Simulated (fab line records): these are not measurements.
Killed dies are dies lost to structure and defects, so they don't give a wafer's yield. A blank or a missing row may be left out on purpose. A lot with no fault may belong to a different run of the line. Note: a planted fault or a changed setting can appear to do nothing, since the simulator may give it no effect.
fab line records	flow sky130
record lots=12	wafers=36	last_day=51
route steps=708 shown SONOS_ONO@169 RES_PROTECT@214 POLY_GATE@230 PAD_OPEN@708
lots that met no fault: taken from a fault-free run of the same line
start_h: hours from the record's first day to the start of the lot's first wafer shown	wait_h: hours from the lot's prior step to this one	" repeats the value in the row above	L1.1+2: several wafers, shown together as one row	- value missing, or start not given	* or withheld: withheld	< > ~ a bound
route shown NAME@n: names a module that has steps shown in the file, with the first one's number in the route	usual: the fault-free wafers' mean and standard deviation	same: alike in all rows	chamber/n: place in a boat	sites: readings site by site	_std_site: the standard deviation of these	_edge_site: outer sites' mean less inner sites'	radius_mm: how far each site lies from the wafer's centre	mask NAME#n: copy n	behind: the tool/chamber that last shaped the wafer	hold: reason for holding the lot/hours on hold/outcome of the hold	device: transistor that didn't switch, given as n, p or np	end of line: the same wafers' tests at the end of the route	for a step that has no rows: nothing shown but its recipe	killed: not the wafer's yield, but the dies lost to structure and defects at the first sort	map: a wafer's dies, marking killed ones x, the rest . and places with no die _
set.NAME: setting as actually run; set.NAME@STEP: the setting as run at that earlier step	model.NAME: the simulator's own value behind a step, which no gauge read
steps of the route over a sample of lots; a table a step, a row a wafer
services: from which hour (start_h, from the record's first day; less than 0 if before it) a tool's chamber was out of use, for how many hours, and why
## steps
# step SKY_SONOS_ONO_THK_MEAS_01
# recipe reads=SiO2_of_SONOS_ONO_OXIDATION_00
# usual SONOS_ONO_OXIDATION_THK=2.61/0.05
lot.wafer	tool	chamber	start_h	wait_h	SONOS_ONO_OXIDATION_THK[nm]
L624.2	film_metro-03	-	245.38	0.0	2.62
L624.3	"	-	"	"	2.66
L624.6	"	-	"	"	2.66
L625.4	film_metro-04	-	261.30	0.0	2.71
L625.5	"	-	"	"	2.71
L625.6	"	-	"	"	2.63
L630.1	film_metro-03	-	299.15	0.0	2.65
L630.4	"	-	"	"	2.61
L630.5	"	-	"	"	2.66
L631.3	film_metro-02	-	303.06	0.0	2.64
L631.5	"	-	"	"	2.64
L631.6	"	-	"	"	2.67
L632.3	film_metro-03	-	311.34	0.0	2.63
L632.5	"	-	"	"	2.58
L632.6	"	-	"	"	2.61
L637.2	film_metro-03	-	357.65	0.0	2.57
L637.4	"	-	"	"	2.50
L637.6	"	-	"	"	2.59
L640.2	film_metro-04	-	388.29	0.0	2.57
L640.3	"	-	"	"	2.55
L640.4	"	-	"	"	2.55
L641.2	film_metro-02	-	389.16	0.0	2.58
L641.3	"	-	"	"	2.64
L641.5	"	-	"	"	2.57
L642.2	film_metro-02	-	401.12	0.0	2.60
L642.4	"	-	"	"	2.60
L642.5	"	-	"	"	2.61
L644.1	film_metro-03	-	413.05	0.0	2.58
L644.2	"	-	"	"	2.58
L644.3	"	-	"	"	2.56
L647.1	film_metro-04	-	453.91	0.0	2.60
L647.4	"	-	"	"	2.62
L647.5	"	-	"	"	2.60
L646.1	film_metro-04	-	456.10	0.0	2.62
L646.2	"	-	"	"	2.56
L646.6	"	-	"	"	2.66
# step SKY_SONOS_ONO_THK_MEAS_03
# recipe reads=Si3N4_of_SONOS_ONO_CVD_02
# usual SONOS_ONO_CVD_02_THK=10.48/0.11
lot.wafer	tool	chamber	start_h	wait_h	SONOS_ONO_CVD_02_THK[nm]
L624.2	film_metro-04	-	247.33	0.0	10.42
L624.3	"	-	"	"	10.50
L624.6	"	-	"	"	10.39
L625.4	film_metro-04	-	262.41	0.0	10.66
L625.5	"	-	"	"	10.50
L625.6	"	-	"	"	10.65
L630.1	film_metro-04	-	306.85	0.0	10.57
L630.4	"	-	"	"	10.49
L630.5	"	-	"	"	10.51
L631.3	film_metro-03	-	306.87	0.0	10.51
L631.5	"	-	"	"	10.35
L631.6	"	-	"	"	10.26
L632.3	film_metro-02	-	314.06	0.0	10.68
L632.5	"	-	"	"	10.76
L632.6	"	-	"	"	10.64
L637.2	film_metro-02	-	358.76	0.0	10.41
L637.4	"	-	"	"	10.44
L637.6	"	-	"	"	10.41
L640.2	film_metro-03	-	389.88	0.0	10.58
L640.3	"	-	"	"	10.45
L640.4	"	-	"	"	10.51
L641.2	film_metro-02	-	390.93	0.0	10.44
L641.3	"	-	"	"	10.51
L641.5	"	-	"	"	10.42
L642.2	film_metro-04	-	404.46	0.0	10.18
L642.4	"	-	"	"	10.25
L642.5	"	-	"	"	10.39
L644.1	film_metro-04	-	416.02	0.0	10.47
L644.2	"	-	"	"	10.49
L644.3	"	-	"	"	10.54
L647.1	film_metro-04	-	455.41	0.0	10.50
L647.4	"	-	"	"	10.32
L647.5	"	-	"	"	10.49
L646.1	film_metro-02	-	459.18	0.0	10.44
L646.2	"	-	"	"	10.49
L646.6	"	-	"	"	10.49
# step SKY_RES_PROTECT_STRIP_07
# recipe chemistry=O2/N2	power_w=1400	pressure_mtorr=1500	platen_temp_c=withheld	o2_flow_sccm=3000	n2_flow_sccm=300	overash_fraction=0.5
# usual chamber_pressure_mTorr=1500.1/1.5	drypump_motor_current_A=6.1/0.34	oes_product_au=0.517/0.0046	strip_time_to_endpoint_s=23.29/0.05
lot.wafer	tool	chamber	start_h	wait_h	chamber_pressure_mTorr	drypump_motor_current_A	oes_product_au	rf_hours_counter_h	strip_time_to_endpoint_s
L624.2	plasma_asher-03	0	329.73	0.1	1499.8	5.5	0.513	61	23.32
L624.3	"	1	"	"	1498.2	6.4	0.521	-	23.32
L624.6	"	1	"	"	1501.2	6.4	0.523	-	23.32
L625.4	plasma_asher-02	0	345.27	0.1	1498.7	6.1	0.519	-	23.23
L625.5	"	0	"	"	1500.6	6.0	0.522	-	23.21
L625.6	"	1	"	"	1499.5	6.3	0.514	-	23.23
L630.1	plasma_asher-02	1	398.68	0.1	1503.3	6.2	0.522	57	23.29
L630.4	"	1	"	"	1501.9	6.2	0.510	-	23.31
L630.5	"	1	"	"	1501.1	6.2	0.528	-	23.30
L631.3	plasma_asher-01	0	399.10	0.1	1497.5	6.3	0.520	-	23.27
L631.5	"	0	"	"	1500.4	6.3	0.515	-	23.34
L631.6	"	1	"	"	1497.9	5.6	0.518	-	23.32
L632.3	plasma_asher-03	0	408.00	0.1	1499.9	5.4	0.513	-	23.25
L632.5	"	0	"	"	1500.4	5.4	0.516	-	23.26
L632.6	"	1	"	"	1498.0	6.5	0.527	-	23.26
L637.2	plasma_asher-02	0	454.98	0.1	1499.2	6.1	0.520	63	23.28
L637.4	"	1	"	"	1501.5	6.2	0.523	-	23.29
L637.6	"	0	"	"	1500.4	6.1	0.519	-	23.26
L640.2	plasma_asher-02	0	489.97	0.1	1500.3	6.1	0.522	66	23.36
L640.3	"	1	"	"	1502.1	6.3	0.525	-	23.27
L640.4	"	0	"	"	1499.6	6.1	0.517	-	23.31
L641.2	plasma_asher-01	1	492.23	0.1	1498.7	5.6	0.519	6	23.32
L641.3	"	0	"	"	1502.1	6.3	0.519	-	23.28
L641.5	"	0	"	"	1498.8	6.3	0.513	-	23.32
L642.2	plasma_asher-02	1	502.28	0.1	1503.3	6.2	0.509	67	23.31
L642.4	"	0	"	"	1499.9	6.1	0.524	-	23.34
L642.5	"	1	"	"	1500.4	6.2	0.530	-	23.33
L644.1	plasma_asher-02	0	514.46	0.1	1500.6	6.1	0.519	68	23.21
L644.2	"	1	"	"	1498.6	6.2	0.527	68	23.27
L644.3	"	1	"	"	1499.0	6.2	0.516	-	23.22
L647.1	plasma_asher-02	1	554.38	0.1	1498.0	6.2	0.516	73	23.30
L647.4	"	1	"	"	1497.0	6.2	0.522	-	23.30
L647.5	"	0	"	"	1500.3	6.1	0.525	-	23.30
L646.1	plasma_asher-02	0	558.93	0.1	1499.2	6.0	0.516	74	23.29
L646.2	"	1	"	"	1499.7	6.3	0.521	74	23.31
L646.6	"	0	"	"	1501.7	6.1	0.517	-	23.34
# step SKY_POLY_GATE_ETCH_16
# recipe stop_on=poly-Si	chemistry=CH3F/O2	target=Si3N4	source_w=400	bias_w=80	pressure_mtorr=25	ch3f_flow_sccm=40	O2_flow_sccm=30	time_s=147.5	target_depth_a=750
# usual chamber_pressure_mTorr=24.995/0.024	drypump_motor_current_A=5.6/0.48	oes_product_au=0.640/0.0055	rf_fwd_power_W=398.2/1.3	throttle_valve_pct=10.535/0.0088
lot.wafer	tool	chamber	start_h	wait_h	chamber_pressure_mTorr	drypump_motor_current_A	oes_product_au	rf_fwd_power_W	rf_hours_counter_h	throttle_valve_pct
L624.2	rie_diel-01	0	358.97	0.0	24.989	5.4	0.631	399.0	56	10.540
L624.3	"	3	"	"	24.978	6.0	0.646	399.3	2	10.528
L624.6	"	3	"	"	24.983	5.9	0.631	399.2	-	10.558
L625.4	rie_diel-01	1	376.40	0.0	24.995	6.4	0.628	398.4	94	10.526
L625.5	"	3	"	"	25.013	6.0	0.635	399.9	-	10.550
L625.6	"	2	"	"	24.994	6.4	0.641	398.2	-	10.533
L630.1	rie_diel-03	3	430.85	0.0	24.961	5.2	0.643	399.1	87	10.535
L630.4	"	0	"	"	24.963	5.6	0.645	397.7	-	10.527
L630.5	"	2	"	"	24.952	5.5	0.639	397.8	-	10.532
L631.3	rie_diel-01	0	431.22	0.0	25.002	5.4	0.638	398.6	57	10.522
L631.5	"	2	"	"	24.995	6.4	0.644	396.1	-	10.532
L631.6	"	1	"	"	24.966	6.4	0.641	396.3	-	10.554
L632.3	rie_diel-04	3	440.20	0.0	25.023	4.7	0.641	399.5	23	10.528
L632.5	"	1	"	"	25.024	5.7	0.641	398.7	-	10.529
L632.6	"	2	"	"	24.993	5.6	0.644	398.9	-	10.529
L637.2	rie_diel-01	0	487.32	0.0	24.976	5.4	0.640	334.1	58	10.522
L637.4	"	2	"	"	24.989	6.4	0.643	335.3	-	10.538
L637.6	"	3	"	"	24.989	6.0	0.642	331.3	-	10.525
L640.2	rie_diel-04	3	523.00	0.0	25.014	4.7	0.635	399.0	24	10.519
L640.3	"	0	"	"	25.020	5.7	0.636	397.5	0	10.542
L640.4	"	3	"	"	24.989	4.7	0.640	399.3	-	10.540
L641.2	rie_diel-01	1	526.55	0.0	25.014	6.4	0.644	333.7	0	10.531
L641.3	"	0	"	"	25.016	5.4	0.641	335.9	59	10.538
L641.5	"	3	"	"	24.994	6.0	0.645	335.0	-	10.535
L642.2	rie_diel-04	1	535.75	0.0	24.980	5.8	0.646	398.4	3	10.527
L642.4	"	3	"	"	24.957	4.7	0.629	398.2	25	10.535
L642.5	"	1	"	"	24.957	5.7	0.638	398.6	-	10.532
L644.1	rie_diel-03	0	546.60	0.0	24.983	5.6	0.651	394.9	7	10.541
L644.2	"	2	"	"	24.985	5.5	0.642	398.6	7	10.543
L644.3	"	1	"	"	24.988	5.1	0.642	400.8	64	10.533
L647.1	rie_diel-04	3	585.40	0.0	24.981	4.7	0.641	398.1	25	10.525
L647.4	"	2	"	"	24.949	5.6	0.645	397.8	7	10.530
L647.5	"	1	"	"	24.998	5.8	0.634	397.6	-	10.530
L646.1	rie_diel-04	0	616.95	0.0	24.971	5.7	0.648	399.7	2	10.539
L646.2	"	3	"	"	24.974	4.7	0.637	400.0	26	10.547
L646.6	"	3	"	"	25.022	4.7	0.641	398.1	-	10.540
# step SKY_PAD_OPEN_PROBE_99
# usual killed_at_M0_to_M3=45/6.9	killed_at_M4_up=3.2/1.8	killed_at_contacts=25/5.3	killed_at_front_end=16/4.3	killed_at_other=0.2/0.52	killed_dies=88/8.7	killed_open=48/6.5	killed_short=40/6
# same gross_dies=492	killed_at_back_side=0
lot.wafer	tool	chamber	start_h	wait_h	killed_at_M0_to_M3	killed_at_M4_up	killed_at_contacts	killed_at_front_end	killed_at_other	killed_dies	killed_open	killed_short
L625.4	prober-02	-	1083.43	0.2	41	5	31	21	1	99	54	43
L625.5	prober-02	-	1083.48	0.2	43	2	27	12	0	84	44	39
L625.6	prober-02	-	1083.53	0.2	43	1	21	14	0	79	43	35
L630.1	prober-01	-	1117.02	0.1	57	2	24	13	1	97	61	35
L630.4	prober-01	-	1117.17	0.2	46	2	18	14	0	80	45	34
L630.5	prober-01	-	1117.22	0.2	41	5	19	14	1	80	39	37
L640.2	prober-01	-	1176.59	0.1	40	5	35	15	0	95	52	43
L640.3	prober-01	-	1176.64	0.2	46	4	25	21	0	96	57	39
L640.4	prober-01	-	1176.69	0.2	55	2	17	17	0	91	50	41
L647.1	prober-01	-	1207.96	0.1	44	2	24	17	0	87	51	36
L647.4	prober-01	-	1208.11	0.2	38	2	22	15	1	78	45	33
L647.5	prober-01	-	1208.16	0.2	47	5	21	24	0	97	60	36
# killed by level:class
L625.4 VIA1:geometric_particle:open=10 VIA3:geometric_particle:open=10 CONTACT:geometric_particle:open=9 LI_CONTACT:geometric_particle:open=8 LI_CONTACT:geometric_particle:short=8 POLY_GATE:geometric_particle:open=7 POLY_GATE:geometric_particle:short=5 CONTACT:geometric_particle:short=4
L625.5 VIA1:geometric_particle:open=10 CONTACT:geometric_particle:open=8 VIA2:geometric_particle:open=6 LI_CONTACT:geometric_particle:open=6 LOCAL_INTERCONNECT:geometric_particle:short=5 VIA1:geometric_particle:short=5 VIA2:geometric_particle:short=5 CONTACT:geometric_particle:short=4
L625.6 VIA1:geometric_particle:open=11 CONTACT:geometric_particle:short=9 VIA3:geometric_particle:open=9 VIA1:geometric_particle:short=8 CONTACT:geometric_particle:open=5 LI_CONTACT:geometric_particle:open=4 METAL2:geometric_particle:short=4 FIELD_ISO:geometric_particle:open=3
L630.1 VIA1:geometric_particle:open=14 CONTACT:geometric_particle:open=10 VIA3:geometric_particle:open=9 LI_CONTACT:geometric_particle:open=8 VIA1:geometric_particle:short=7 METAL1:geometric_particle:short=5 METAL2:geometric_particle:open=5 VIA3:geometric_particle:short=5
L630.4 VIA1:geometric_particle:open=11 VIA3:geometric_particle:open=10 FIELD_ISO:geometric_particle:open=6 LI_CONTACT:geometric_particle:open=5 METAL1:geometric_particle:short=5 METAL2:geometric_particle:short=5 LOCAL_INTERCONNECT:geometric_particle:short=4 CONTACT:geometric_particle:open=4
L630.5 VIA3:geometric_particle:open=10 CONTACT:geometric_particle:open=7 VIA1:geometric_particle:short=7 METAL1:geometric_particle:short=6 VIA2:geometric_particle:open=6 METAL2:geometric_particle:short=5 LI_CONTACT:geometric_particle:open=4 LOCAL_INTERCONNECT:geometric_particle:short=4
L640.2 CONTACT:geometric_particle:open=14 LI_CONTACT:geometric_particle:open=7 CONTACT:geometric_particle:short=7 VIA1:geometric_particle:open=7 VIA2:geometric_particle:open=5 VIA3:geometric_particle:open=5 FIELD_ISO:geometric_particle:open=4 VIA1:geometric_particle:short=4
L640.3 VIA1:geometric_particle:open=12 VIA1:geometric_particle:short=10 LI_CONTACT:geometric_particle:open=8 CONTACT:geometric_particle:open=8 VIA3:geometric_particle:open=7 METAL2:geometric_particle:short=6 POLY_GATE:geometric_particle:open=5 POLY_GATE:geometric_particle:short=5
L640.4 VIA1:geometric_particle:open=14 METAL1:geometric_particle:short=8 CONTACT:geometric_particle:open=7 VIA2:geometric_particle:open=7 POLY_GATE:geometric_particle:short=6 VIA1:geometric_particle:short=6 METAL3:geometric_particle:short=5 METAL2:geometric_particle:short=5
L647.1 VIA1:geometric_particle:open=11 FIELD_ISO:geometric_particle:open=7 VIA2:geometric_particle:open=7 LOCAL_INTERCONNECT:geometric_particle:short=7 LI_CONTACT:geometric_particle:open=6 METAL2:geometric_particle:short=6 POLY_GATE:geometric_particle:open=5 CONTACT:geometric_particle:open=5
L647.4 CONTACT:geometric_particle:open=13 VIA1:geometric_particle:open=9 VIA3:geometric_particle:open=9 METAL2:geometric_particle:short=6 POLY_GATE:geometric_particle:short=5 VIA1:geometric_particle:short=5 METAL3:geometric_particle:short=4 FIELD_ISO:geometric_particle:open=3
L647.5 VIA1:geometric_particle:open=13 VIA2:geometric_particle:open=9 CONTACT:geometric_particle:open=8 FIELD_ISO:geometric_particle:short=7 LI_CONTACT:geometric_particle:open=7 FIELD_ISO:geometric_particle:open=6 METAL1:geometric_particle:short=6 CONTACT:geometric_particle:short=5
## services
tool	chamber	start_h	hours	kind
rie_diel-03	-	308.30	0.1	repair
plasma_asher-03	-	312.53	0.6	repair
rie_diel-04	1	350.53	14.9	repair
rie_diel-03	2	371.80	21.3	repair
plasma_asher-03	-	372.71	4.4	repair
rie_diel-04	1	378.33	-	clean
rie_diel-01	-	378.72	2.8	pm
rie_diel-04	-	382.64	2.1	repair
plasma_asher-03	-	396.14	8.0	repair
plasma_asher-01	-	421.25	9.0	pm
plasma_asher-02	-	425.63	6.0	repair
rie_diel-03	1	430.41	9.2	repair
rie_diel-03	1	464.68	36.7	repair
rie_diel-04	1	468.04	5.0	repair
rie_diel-04	-	491.90	0.9	repair
rie_diel-01	-	501.73	4.3	pm
rie_diel-04	0	506.09	1.6	repair
rie_diel-03	2	508.02	2.7	repair
rie_diel-04	1	515.03	8.7	repair
plasma_asher-03	-	534.70	28.1	pm
rie_diel-03	-	547.01	0.6	repair
rie_diel-01	-	547.85	1.2	repair
rie_diel-03	1	559.98	4.0	repair
plasma_asher-03	-	584.21	0.5	repair
## key
first_sign step=SKY_POLY_GATE_ETCH_16	reading=rf_fwd_power_W	direction=down	sigmas=50	usual=398.2	struck=334.2
effect none on later readings
met_at SKY_POLY_GATE_ETCH_16
struck_lots L637,L641
tester_left_out L637,L641
not_acting_at SKY_SONOS_ONO_THK_MEAS_01,SKY_SONOS_ONO_THK_MEAS_03,SKY_RES_PROTECT_STRIP_07
onset_between 431.22 487.32
fault kind=process_parameter_drift	tool=rie_diel-01	chamber=-	onset_h=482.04	steps=SKY_POLY_GATE_ETCH_16	channel=source_w	offset=-64	shape=step	end_h=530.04	acts_in=these_recipes_only	stated=400
# tester_left_out: of these lots the tester's yield and bins aren't shown, on N5 and GAA mostly nor the transistor test; their killed dies are dies lost to structure and defects alone, not to doping, threshold or leakage, so they don't give the yield
